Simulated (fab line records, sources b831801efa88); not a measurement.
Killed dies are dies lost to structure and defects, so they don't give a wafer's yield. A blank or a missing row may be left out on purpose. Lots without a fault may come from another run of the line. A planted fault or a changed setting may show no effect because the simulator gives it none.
Chamber matching | flow gf180mcu | GF_V4_CMP_04 on cmp-02: 4 sister chambers
The step polishes SiO2. 8 wafers are shown with their chamber, then 7 later ones without.

WAFERS WITH THEIR CHAMBER
wafer  | chamber | motor_current_A (A) | head_pressure_psi (psi)
L718.1 | 2       | 14.0                | 4.001
L718.2 | 3       | 12.8                | 4.003
L718.3 | 1       | 11.1                | 4.000
L723.2 | 3       | 13.2                | 3.997
L723.5 | 1       | 11.2                | 3.989
L723.6 | 0       | 12.0                | 3.996
L728.3 | 0       | 12.0                | 3.992
L728.4 | 2       | 13.6                | 4.004

WAFERS WITHOUT THEIR CHAMBER
wafer  | motor_current_A (A) | head_pressure_psi (psi)
L728.6 | 14.2                | 3.999
L731.3 | 12.8                | 3.993
L731.5 | 13.1                | 4.004
L731.6 | 11.6                | 3.987
L733.1 | 13.4                | 4.002
L733.3 | 12.0                | 3.991
L733.5 | 11.2                | 3.995

WHICH CHAMBER EACH WENT THROUGH
wafer  | from the rows above     | in truth
L728.6 | 2                       | 2
L731.3 | 3                       | 3
L731.5 | 3                       | 3
L731.6 | can't be placed: 0 or 1 | 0
L733.1 | can't be placed: 2 or 3 | 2
L733.3 | 0                       | 0
L733.5 | 1                       | 1
Placed correctly: 5 of 7. Can't be placed from these rows: 2 (the true chamber is among the candidates in 2). Placed wrongly: 0.
How it was worked out, from the rows above alone: a wafer's distance from a chamber is the root of the sum, over the readings, of the square of ((its reading less the chamber's mean) divided by the reading's scatter). The wafer belongs to the nearest chamber; if the next one is less than 2 further off, it can't be placed. A chamber's mean is the mean of its shown wafers. The scatter: the root of (the sum of the squares of (reading less its chamber's mean) over the shown wafers, divided by (wafers less chambers)).
